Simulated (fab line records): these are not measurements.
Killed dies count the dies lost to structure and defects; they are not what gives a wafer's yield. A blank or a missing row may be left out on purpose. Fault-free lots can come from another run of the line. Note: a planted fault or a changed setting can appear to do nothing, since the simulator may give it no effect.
Which tool was responsible? -- flow gf180mcu -- route of 602 steps, sampled at 1 step: 14 lots, 42 wafers

== WHAT EACH GAUGE READ, for each wafer ==
GF_HV_LDD_CD_MEAS_07 targets a cd of 400 nm. Usual: cd nm reads 399.9 nm (standard deviation 2.4).
lot,measured,on,cd nm (nm),flag
L394,day 10 00:31,cd sem-02,400.1 400.8 400.4,
L396,day 10 15:37,cd sem-01,399.0 398.9 398.6,
L399,day 11 11:43,cd sem-01,400.4 401.1 401.1,
L400,day 11 19:01,cd sem-02,395.4 396.8 396.8,
L401,day 12 03:33,cd sem-02,402.0 397.8 397.2,
L406,day 13 13:14,cd sem-01,403.3 404.1 401.5,
L407,day 13 18:17,cd sem-01,401.1 397.4 399.5,
L409,day 14 12:44,cd sem-02,405.3 404.9 404.9,
L410,day 15 02:29,cd sem-02,400.6 400.5 397.9,
L411,day 15 18:34,cd sem-02,398.9 401.9 400.5,
L412,day 16 07:14,cd sem-01,400.9 401.7 399.3,
L413,day 16 13:36,cd sem-02,396.4 398.5 396.5,
L416,day 17 04:34,cd sem-01,400.9 402.0 402.6,
L417,day 17 08:02,cd sem-02,400.5 396.4 398.8,

== WHAT TOOL EACH LOT RAN ON (gives the tool, then ch and the chambers of the sampled wafers, and finally the start) ==
The record shows no process step preceding these readings.

== WHAT THE TOOLS THEMSELVES READ (means of the sampled wafers that have a number; where no wafer has one, the mark that the record gives instead) ==
The record holds no such reading with a usual standard deviation.

== THE ANSWER, worked out from the rows above alone ==
Rule: a lot counts as off when the mean over its wafers that have a number is more than 3 standard deviations away from the usual mean. Also off: a lot with no number at a reading for which 4 or more lots have one. All remaining lots with rows at the step are treated as sound. After the gauges, taken in route order, come the tools' own readings; for these a lot's mean is taken, as printed above. At the first step where some lot is off, the reading lying furthest off is the one used; lots without a number count as furthest.
Across all readings shown, no lot is off: no conclusion can be drawn from this.

== WHAT HAD BEEN PUT IN BY THE SIMULATOR ==
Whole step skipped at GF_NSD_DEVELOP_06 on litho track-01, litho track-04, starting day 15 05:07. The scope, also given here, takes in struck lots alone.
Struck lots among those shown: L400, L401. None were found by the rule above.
